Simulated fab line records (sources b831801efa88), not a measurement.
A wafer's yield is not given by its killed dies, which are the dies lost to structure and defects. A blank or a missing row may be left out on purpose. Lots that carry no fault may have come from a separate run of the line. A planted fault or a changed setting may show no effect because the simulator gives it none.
Chamber matching || flow gf180mcu || 4 sister chambers for GF_V3_ETCH_16 on rie-diel-01
The step etches BARC in N2/H2. 8 wafers are shown with their chamber, then 8 later ones without.

## WAFERS PAIRED WITH THEIR CHAMBERS
{"wafer": "L905.4", "chamber": 2, "drypump-motor-current-A (A)": 5.7, "oes-product-au (a.u.)": 0.859}
{"wafer": "L906.1", "chamber": 2, "drypump-motor-current-A (A)": 5.8, "oes-product-au (a.u.)": 0.853}
{"wafer": "L911.1", "chamber": 3, "drypump-motor-current-A (A)": 5.8, "oes-product-au (a.u.)": 0.846}
{"wafer": "L911.3", "chamber": 0, "drypump-motor-current-A (A)": 5.6, "oes-product-au (a.u.)": 0.854}
{"wafer": "L913.2", "chamber": 3, "drypump-motor-current-A (A)": 5.8, "oes-product-au (a.u.)": 0.853}
{"wafer": "L913.4", "chamber": 1, "drypump-motor-current-A (A)": 6.3, "oes-product-au (a.u.)": 0.851}
{"wafer": "L913.5", "chamber": 0, "drypump-motor-current-A (A)": 5.6, "oes-product-au (a.u.)": 0.857}
{"wafer": "L916.1", "chamber": 1, "drypump-motor-current-A (A)": 6.3, "oes-product-au (a.u.)": 0.854}

## WAFERS WITHOUT THEIR CHAMBER
{"wafer": "L916.2", "drypump-motor-current-A (A)": 5.8, "oes-product-au (a.u.)": 0.852}
{"wafer": "L916.6", "drypump-motor-current-A (A)": 5.8, "oes-product-au (a.u.)": 0.857}
{"wafer": "L923.1", "drypump-motor-current-A (A)": 6.3, "oes-product-au (a.u.)": 0.850}
{"wafer": "L923.3", "drypump-motor-current-A (A)": 5.8, "oes-product-au (a.u.)": 0.853}
{"wafer": "L923.5", "drypump-motor-current-A (A)": 6.2, "oes-product-au (a.u.)": 0.856}
{"wafer": "L924.1", "drypump-motor-current-A (A)": 5.8, "oes-product-au (a.u.)": 0.857}
{"wafer": "L924.2", "drypump-motor-current-A (A)": 6.3, "oes-product-au (a.u.)": 0.862}
{"wafer": "L924.3", "drypump-motor-current-A (A)": 5.6, "oes-product-au (a.u.)": 0.851}

## EACH ONE'S CHAMBER
{"wafer": "L916.2", "from the rows above": "can't be placed: 3 or 2", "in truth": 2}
{"wafer": "L916.6", "from the rows above": "can't be placed: 2 or 3", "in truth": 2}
{"wafer": "L923.1", "from the rows above": 1, "in truth": 1}
{"wafer": "L923.3", "from the rows above": "can't be placed: 3 or 2", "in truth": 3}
{"wafer": "L923.5", "from the rows above": 1, "in truth": 1}
{"wafer": "L924.1", "from the rows above": "can't be placed: 2 or 3", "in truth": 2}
{"wafer": "L924.2", "from the rows above": 1, "in truth": 1}
{"wafer": "L924.3", "from the rows above": 0, "in truth": 0}
Correctly placed: 4 of 8. Not placeable from these rows: 4 (in 4, the candidates include the true chamber). Placed wrongly: 0.
How it was worked out, from the rows above alone: a wafer's distance from a chamber is the root of the sum, over the readings, of the square of ((its reading less the chamber's mean) divided by the reading's scatter). If the next closest chamber is less than 2 further off than the closest, the wafer can't be placed; otherwise it belongs to the closest. For every chamber, the mean is computed from those of its wafers that are shown. The scatter is the square root of a quotient: the sum, over the shown wafers, of each reading's squared deviation from its chamber's mean, divided by wafers minus chambers.
